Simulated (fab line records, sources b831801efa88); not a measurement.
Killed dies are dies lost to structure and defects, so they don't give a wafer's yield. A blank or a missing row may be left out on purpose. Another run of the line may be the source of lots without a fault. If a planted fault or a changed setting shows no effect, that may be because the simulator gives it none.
Struck lot and sound lot, side by side :: flow sky130 :: 22 out of 708 route steps
Sound: wafers L420.1, L420.2, L420.6. Struck: wafers L432.2, L432.3, L432.5. Last of all comes the cause.
At each step with rows: each side's tool, then ch and its chambers, then its first start. Under that, the readings that differ: sound wafers :: struck wafers :: difference of the means :: sigmas: that difference in standard deviations of wafers without a fault.
alike: words and numbers the same on both sides, and readings whose means are apart by under 2 such deviations; not compared: readings that were withheld, readings missing a value for some wafer, numbers with overlapping values and no deviation given by the record, and bounds like >300 which may hide the same value.
A row with sigmas, a row that says differs or no value, or rows on one side alone: a step with any of these is where the two part. Non-overlapping numbers with no deviation appear without sigmas and do not part them. Lack of a reading on every wafer of one side parts them only where that side has two or more wafers.

SKY_METAL4_ETCH_17: etches SiO2 in C4F8/O2/Ar, stops on TiN, time 3.9 s, target depth 15 nm.
  sound on rie diel-02 ch 0,1,2, day 43 21:19; struck on rie diel-04 ch 0,1,2, day 46 14:56
  alike: oes product au
  not compared: rf hours counter h
SKY_METAL4_METAL_ETCH_18: etches the open film in Cl2/BCl3, stops on SiO2, target depth 845 nm, time 183.1 s.
  sound on rie metal-02 ch 0,1, day 43 21:20; struck on rie metal-02 ch 0,1, day 46 14:58
  alike: drypump motor current A, oes product au, throttle valve pct
  not compared: rf hours counter h
SKY_METAL4_STRIP_19: strips in O2/N2.
  sound on plasma asher-01 ch 0,1, day 43 21:31; struck on plasma asher-03 ch 0,1, day 46 15:08
reading: drypump motor current A (A)
sound: 5.93 6.25 5.91
struck: 5.59 5.49 5.50
difference: -0.50
sigmas: -2
  alike: oes product au, strip time to endpoint s
  not compared: rf hours counter h
then, 4 steps without rows for these wafers: SKY_METAL4_STRIP_20 (strips in post etch residue remover, time 1200 s); SKY_METAL4_CLEAN_21 (cleans in IPA, time 180 s); SKY_METAL4_CLEAN_22 (cleans in O3/DIW); SKY_VIA4_HDPCVD_00 (deposits SiO2, target thk 1750 nm, time 291.7 s).
SKY_VIA4_THK_MEAS_01:
  sound: film metro-04 at day 43 22:23; struck: film metro-03 at day 46 15:55
  alike: VIA4_HDPCVD_THK
SKY_VIA4_CMP_02: polishes SiO2.
  sound on cmp-01 ch 2,3, day 43 22:26; struck on cmp-02 ch 0,2,3, day 46 16:08
  alike: head pressure psi, motor current A, slurry filter dp kPa
SKY_VIA4_BOW_MEAS_03:
  sound: film metro-04 at day 43 22:44; struck: film metro-03 at day 46 16:21
  alike: VIA4_BOW
then, 2 steps without rows for these wafers: SKY_VIA4_DEHYDRATE_04 (time 60 s); SKY_VIA4_HMDS_05 (prime time 60 s).
SKY_VIA4_COAT_06: resist thk 1140 nm.
  sound on litho track-03 ch 0, day 44 09:56; struck on litho track-04 ch 0, day 47 02:17
reading: model.NOVOLAK_of_VIA4_COAT_06.thk nm (nm)
sound: 1148 1142 1143
struck: 970.9 971.2 966.1
difference: -174.9
sigmas: 
then, 4 steps without rows for these wafers: SKY_VIA4_SOFTBAKE_07 (time 60 s); SKY_VIA4_EXPOSE_08 (exposes mask VIM4, target cd 800 nm); SKY_VIA4_PEB_09; SKY_VIA4_DEVELOP_10 (develop time 60 s).
SKY_VIA4_OVL_MEAS_11:
  sound: overlay-01 at day 44 21:20; struck: overlay-02 at day 47 12:02
  alike: VIA4_OVL
SKY_VIA4_ETCH_12: etches SiO2 in C4F8/O2/Ar, stops on TiN, target depth 580 nm.
  sound on rie diel-01 ch 0,3, day 44 21:22; struck on rie diel-02 ch 0,1, day 47 12:04
reading: model.NOVOLAK_of_VIA4_COAT_06.thk nm (nm)
sound: 1010 1016 1017
struck: 846.2 841.2 834.9
difference: -173.6
sigmas: 

reading: model.VIA4.cd nm (nm)
sound: 803.8 804.7 804
struck: 817.9 820.3 821.7
difference: +15.8
sigmas: 
  alike: oes product au
SKY_VIA4_STRIP_13: strips in O2/N2.
  sound on plasma asher-01 ch 0,1, day 44 21:26; struck on plasma asher-01 ch 0,1, day 47 12:08
reading: oes product au (a.u.)
sound: 0.707 0.712 0.713
struck: 0.675 0.681 0.670
difference: -0.035
sigmas: -8

reading: strip time to endpoint s (s)
sound: 12.78 12.86 12.86
struck: 10.96 10.90 10.84
difference: -1.93
sigmas: -54
  alike: drypump motor current A
  not compared: rf hours counter h
then, 1 step without rows for these wafers: SKY_VIA4_STRIP_14 (strips in post etch residue remover, time 1200 s).
-- the record jumps here: 3 days lie between the struck wafers' starts before and after (it left off in module VIA4 and takes up again in module PAD_OPEN, whose first step shown is number 708 of the route) --
SKY_PAD_OPEN_PROBE_99:
  sound: prober-01 at day 47 16:13; struck: prober-02 at day 50 00:45
  alike: defect limited yield, killed_at_M0_to_M3, killed_at_M4_up, killed at contacts, killed at front end, killed at other, killed dies, killed open, killed short, sort_bin_3_pad_short, sort_bin_5_function, sort_bin_6_memory, sort n pass, sort yield pct

WHERE THEY PART
At SKY_METAL4_STRIP_19 first; at SKY_VIA4_STRIP_13 last (within this record only). Later steps at which nothing parts them and some readings are alike: SKY_PAD_OPEN_PROBE_99.

WHY: the cause the simulator had injected
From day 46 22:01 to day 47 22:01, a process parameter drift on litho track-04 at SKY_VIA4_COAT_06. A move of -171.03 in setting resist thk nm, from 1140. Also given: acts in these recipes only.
